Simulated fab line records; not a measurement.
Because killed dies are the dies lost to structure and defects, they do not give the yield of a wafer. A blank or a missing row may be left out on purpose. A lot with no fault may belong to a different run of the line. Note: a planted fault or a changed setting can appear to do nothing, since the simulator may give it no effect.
8D (eight disciplines) problem report, filled in by code :: flow gf180mcu :: the parts of the form that need people (team, actions taken, sign-off) are left out

== 1. WHAT WENT WRONG ==
POLY_GATE_CVD_00_THK at GF_POLY_GATE_THK_MEAS_01 reads a mean of 208.8 nm on 3 wafers of 1 lot; wafers without a fault read 200.3 nm with a standard deviation of 1.9. That is +4.5 standard deviations from the usual mean.
Seen first at day 12 03:28 on film_metro-01, wafer L856.1. The record has a number at this step for 39 wafers belonging to 13 lots. Rule for "out", or "out of limits": more than 4 standard deviations from the usual mean. All remaining wafers that have a number are taken as sound.

== 2. WHAT IT IS; WHAT IT IS NOT ==
question: which readings at this step
is: POLY_GATE_CVD_00_THK
is not: -

question: which lots
is: L856
is not: L844, L846, L847, L848, L849, L851, L862, L863, L864, L865, L866, L867

question: which wafers of those lots
is: all that have a number
is not: -

question: read on which gauges
is: film_metro-01
is not: film_metro-02, film_metro-03

question: when
is: from day 12 03:28
is not: up to then (18 sound wafers); but 18 sound wafers of L862, L863, L864, L865, L866, L867 came after

== 3. SUSPECTS, AND WHAT RULES EACH OUT ==
Counting: any tool at a process step up to the reading is kept as a suspect provided that every lot that is out went through it and no sound lot did after the first of them.
- the gauge at GF_POLY_GATE_THK_MEAS_01: kept. All the wafers that are out were read on film_metro-01, and no step on other tools shows them out.
- lpcvd-01 at GF_POLY_GATE_CVD_00 (deposits poly-Si, target thk 200 nm, time 1200 s): ruled out as a lasting fault. The sound lots L865 went through it after L856, its earliest lot that is out (day 12 02:08).
After counting, what remains is film_metro-01 at GF_POLY_GATE_THK_MEAS_01.

== 4. THE CAUSE (what the simulator had put in) ==
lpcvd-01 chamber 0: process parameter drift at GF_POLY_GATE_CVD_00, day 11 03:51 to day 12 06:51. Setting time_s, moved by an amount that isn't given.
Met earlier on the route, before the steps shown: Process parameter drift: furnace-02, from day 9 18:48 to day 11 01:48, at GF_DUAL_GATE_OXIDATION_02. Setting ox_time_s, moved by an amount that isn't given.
The count ruled it out by mistake, since the rule takes a fault to strike every lot its tool runs from the start of the fault on, and this one did not do so.

== 5. SEQUENCE OF EFFECTS, ordered by route ==
One row per reading whose mean, taken over the struck wafers that have a number, lies over 3 standard deviations from the usual. Readings are gone through only where the record gives a usual standard deviation; hours: the median, over the lots, of the time from a lot's start at the first step in this table giving one to that lot's start at this step; sigmas: the change measured in usual standard deviations.
hours: 0
step: GF_POLY_GATE_THK_MEAS_01
reading: POLY_GATE_CVD_00_THK
usual: 200.3 nm
on struck wafers: 208.8
change: +8.5
sigmas: +4.5
Later steps that measure or inspect, where all struck wafers having a row at the step show a number for every such reading and not one has moved that far: GF_POLY_GATE_CD_MEAS_18.

== 6. HOW IT WOULD HAVE BEEN CAUGHT EARLIER ==
In this record the first reading out of limits at a measuring or inspecting step was taken at day 12 03:28, 24 hours after the fault began at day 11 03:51.
An alarm limit of 4 standard deviations would not have fired on the tool readings at GF_POLY_GATE_CVD_00 for which the record gives a usual standard deviation, since none of them was out on any struck wafer.
